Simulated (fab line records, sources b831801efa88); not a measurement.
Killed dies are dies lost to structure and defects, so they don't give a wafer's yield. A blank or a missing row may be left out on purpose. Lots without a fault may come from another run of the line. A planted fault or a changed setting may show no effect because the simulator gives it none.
A struck lot beside a sound one | flow sky130 | 17 steps out of a route of 708
Sound: wafers L514.2, L514.3, L514.4. Struck: wafers L523.3, L523.5. (L523.1 of the same lot was not struck and is left out.) The cause comes at the end.
At each step with rows: each side's tool, then ch and its chambers, then its first start. Under that, the readings that differ: sound wafers | struck wafers | difference of the means | sigmas: that difference in standard deviations of wafers without a fault.
alike: readings whose means differ by less than 2 such deviations, and words and numbers that are the same on both sides. not compared: withheld readings, readings that some wafer has no value for, bounds like >300 that may hide the same value, and numbers for which the record gives no deviation and whose values overlap.
The two part at a step that has a row with sigmas, a row that says differs or no value, or rows on one side only. Numbers that don't overlap but have no deviation are shown without sigmas and don't part them. A reading that every wafer of one side lacks parts them only if that side has two wafers or more.

first, 2 steps without rows for these wafers: SKY_LOCAL_INTERCONNECT_PEB_09; SKY_LOCAL_INTERCONNECT_DEVELOP_10 (develop time 60 s).
SKY_LOCAL_INTERCONNECT_CD_MEAS_11: target cd 170 nm.
  sound on cd_sem-01, day 33 04:31; struck on cd_sem-02, day 36 04:26
  alike: cd_nm
SKY_LOCAL_INTERCONNECT_OVL_MEAS_12:
  sound on overlay-01, day 33 04:38; struck on overlay-01, day 36 04:34
  alike: LOCAL_INTERCONNECT_OVL
SKY_LOCAL_INTERCONNECT_ETCH_13: etches BARC in N2/H2, stops on SiO2, time 45.9 s, target depth 60 nm.
  sound on rie_metal-01 ch 0,1, day 33 04:40; struck on rie_metal-04 ch 0,1, day 36 04:35
  alike: drypump_motor_current_A, h2_flow_sccm, he_backside_leak_sccm, oes_product_au, throttle_valve_pct
  not compared: rf_hours_counter_h
SKY_LOCAL_INTERCONNECT_METAL_ETCH_14: etches TiN in Cl2/BCl3, stops on PSG, target depth 110 nm, time 31.4 s.
  sound on rie_metal-01 ch 0,1, day 33 04:43; struck on rie_metal-04 ch 0,1, day 36 04:40
  alike: drypump_motor_current_A, he_backside_leak_sccm, mfc_cl2_sccm, oes_product_au, throttle_valve_pct
  not compared: rf_hours_counter_h
SKY_LOCAL_INTERCONNECT_STRIP_15: strips in O2/N2.
  sound on plasma_asher-04 ch 0,1, day 33 04:46; struck on plasma_asher-04 ch 0,1, day 36 04:43
  alike: drypump_motor_current_A, o2_flow_sccm, oes_product_au, strip_time_to_endpoint_s
  not compared: rf_hours_counter_h
then, 3 steps without rows for these wafers: SKY_LOCAL_INTERCONNECT_STRIP_16 (strips in post etch residue remover, time 1200 s); SKY_LOCAL_INTERCONNECT_CLEAN_17 (cleans in IPA, time 180 s); SKY_LOCAL_INTERCONNECT_CLEAN_18 (cleans in O3/DIW).
SKY_CONTACT_CVD_00: deposits Si3N4, target thk 75 nm.
  sound on pecvd-03 ch 0,1,2, day 33 05:22; struck on pecvd-01 ch 1,2, day 36 05:18
  alike: heater_power_w
SKY_CONTACT_THK_MEAS_01:
  sound on film_metro-01, day 33 05:25; struck on film_metro-04, day 36 05:20
  alike: CONTACT_CVD_00_THK
SKY_CONTACT_HDPCVD_02: deposits SiO2, target thk 565 nm, time 94.2 s.
  sound on hdpcvd-02 ch 1,2, day 33 05:28; struck on hdpcvd-01 ch 1, day 36 05:23
  reading                                     | sound             | struck      | difference | sigmas
  run_length_s (s)                            | 122.2 122.8 122.2 | 106.0 106.3 | -16.2      | -26
  model.SiO2_of_CONTACT_HDPCVD_02.thk_nm (nm) | 560.7 566.6 569.2 | 472.6 472.5 | -92.9      |
SKY_CONTACT_THK_MEAS_03:
  sound on film_metro-04, day 33 05:32; struck on film_metro-02, day 36 05:28
  reading                 | sound       | struck  | difference | sigmas
  CONTACT_HDPCVD_THK (nm) | 561 567 569 | 473 473 | -93        | -19
SKY_CONTACT_CMP_04: polishes SiO2.
  sound on cmp-02 ch 1,2,3, day 33 05:35; struck on cmp-02 ch 0,1, day 36 05:34
  reading                | sound    | struck | difference | sigmas
  time_to_endpoint_s (s) | 75 80 77 | 53 50  | -26        | -7
  alike: motor_current_A
SKY_CONTACT_BOW_MEAS_05:
  sound on film_metro-04, day 33 05:55; struck on film_metro-01, day 36 05:49
  alike: CONTACT_BOW
then, 1 step without rows for these wafers: SKY_PAD_OPEN_PROBE_99.

WHERE THEY PART
First at SKY_CONTACT_HDPCVD_02; last, within this record, at SKY_CONTACT_CMP_04. Later steps at which nothing parts them and some readings are alike: SKY_CONTACT_BOW_MEAS_05.

WHY: what the simulator had put in
Process parameter drift: hdpcvd-01, from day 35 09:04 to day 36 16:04, at SKY_CONTACT_HDPCVD_02. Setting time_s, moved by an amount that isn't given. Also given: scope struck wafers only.
